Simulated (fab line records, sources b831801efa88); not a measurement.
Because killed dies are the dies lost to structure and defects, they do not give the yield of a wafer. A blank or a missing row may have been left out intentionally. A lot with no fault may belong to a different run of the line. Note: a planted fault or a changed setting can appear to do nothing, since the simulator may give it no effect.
Matching of chambers :: flow gf180mcu :: cmp-02 running GF_V4_CMP_26: 4 sister chambers
The step polishes, stops on SiO2, t overpolish 15 s, target thk 0 nm. 14 wafers are shown with their chamber, then 7 later ones without.

## WAFERS PAIRED WITH THEIR CHAMBERS
wafer: L269.1
chamber: 3
time-to-endpoint-s (s): 91
motor-current-A (A): 8.8
head-pressure-psi (psi): 3.508

wafer: L269.3
chamber: 2
time-to-endpoint-s (s): 83
motor-current-A (A): 10.5
head-pressure-psi (psi): 3.500

wafer: L269.4
chamber: 1
time-to-endpoint-s (s): 82
motor-current-A (A): 10.4
head-pressure-psi (psi): 3.497

wafer: L273.2
chamber: 2
time-to-endpoint-s (s): 76
motor-current-A (A): 10.4
head-pressure-psi (psi): 3.492

wafer: L273.3
chamber: 1
time-to-endpoint-s (s): 81
motor-current-A (A): 10.7
head-pressure-psi (psi): 3.504

wafer: L273.6
chamber: 1
time-to-endpoint-s (s): 80
motor-current-A (A): 10.8
head-pressure-psi (psi): 3.503

wafer: L281.3
chamber: 1
time-to-endpoint-s (s): 83
motor-current-A (A): 10.5
head-pressure-psi (psi): 3.515

wafer: L281.4
chamber: 3
time-to-endpoint-s (s): 91
motor-current-A (A): 9.8
head-pressure-psi (psi): 3.499

wafer: L281.5
chamber: 2
time-to-endpoint-s (s): 84
motor-current-A (A): 11.0
head-pressure-psi (psi): 3.495

wafer: L284.1
chamber: 1
time-to-endpoint-s (s): 87
motor-current-A (A): 9.8
head-pressure-psi (psi): 3.514

wafer: L284.2
chamber: 3
time-to-endpoint-s (s): 91
motor-current-A (A): 9.7
head-pressure-psi (psi): 3.496

wafer: L284.5
chamber: 1
time-to-endpoint-s (s): 87
motor-current-A (A): 10.6
head-pressure-psi (psi): 3.495

wafer: L288.3
chamber: 0
time-to-endpoint-s (s): 94
motor-current-A (A): 11.4
head-pressure-psi (psi): 3.487

wafer: L288.4
chamber: 2
time-to-endpoint-s (s): 85
motor-current-A (A): 10.8
head-pressure-psi (psi): 3.499

SIGNATURES (averages over the wafers above)
reading: time-to-endpoint-s
chamber 0: 94.00
chamber 1: 83.33
chamber 2: 82.00
chamber 3: 91.00
scatter within a chamber: 3.09

reading: motor-current-A
chamber 0: 11.400
chamber 1: 10.467
chamber 2: 10.675
chamber 3: 9.433
scatter within a chamber: 0.383

reading: head-pressure-psi
chamber 0: 3.48700
chamber 1: 3.50467
chamber 2: 3.49650
chamber 3: 3.50100
scatter within a chamber: 0.00684
Rule: for a wafer and a chamber, the distance is found by dividing, reading by reading, the gap between the wafer's reading and the chamber's mean by the reading's scatter, squaring, summing and taking the root. If the next closest chamber is less than 2 further off than the closest, the wafer can't be placed; otherwise it belongs to the closest. The scatter is the square root of a quotient: the sum, over the shown wafers, of each reading's squared deviation from its chamber's mean, divided by wafers minus chambers.

## WAFERS WITHOUT THEIR CHAMBER
wafer: L288.6
time-to-endpoint-s (s): 89
motor-current-A (A): 9.5
head-pressure-psi (psi): 3.513

wafer: L289.1
time-to-endpoint-s (s): 79
motor-current-A (A): 10.9
head-pressure-psi (psi): 3.499

wafer: L289.4
time-to-endpoint-s (s): 90
motor-current-A (A): 9.3
head-pressure-psi (psi): 3.507

wafer: L289.5
time-to-endpoint-s (s): 92
motor-current-A (A): 11.8
head-pressure-psi (psi): 3.507

wafer: L290.2
time-to-endpoint-s (s): 85
motor-current-A (A): 10.4
head-pressure-psi (psi): 3.500

wafer: L290.4
time-to-endpoint-s (s): 88
motor-current-A (A): 12.1
head-pressure-psi (psi): 3.498

wafer: L290.6
time-to-endpoint-s (s): 82
motor-current-A (A): 10.6
head-pressure-psi (psi): 3.500

## WHICH CHAMBER EACH ONE RAN IN
wafer: L288.6
from the rows above: can't be placed: 3 or 1
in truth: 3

wafer: L289.1
from the rows above: can't be placed: 2 or 1
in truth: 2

wafer: L289.4
from the rows above: 3
in truth: 3

wafer: L289.5
from the rows above: can't be placed: 0 or 1 or 2
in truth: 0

wafer: L290.2
from the rows above: can't be placed: 1 or 2
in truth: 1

wafer: L290.4
from the rows above: can't be placed: 0 or 2 or 1
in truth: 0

wafer: L290.6
from the rows above: can't be placed: 2 or 1
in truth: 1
1 of 7 placed correctly. Cannot be placed on the basis of these rows: 6; the candidates contain the true chamber in 6. Placed wrongly: 0.
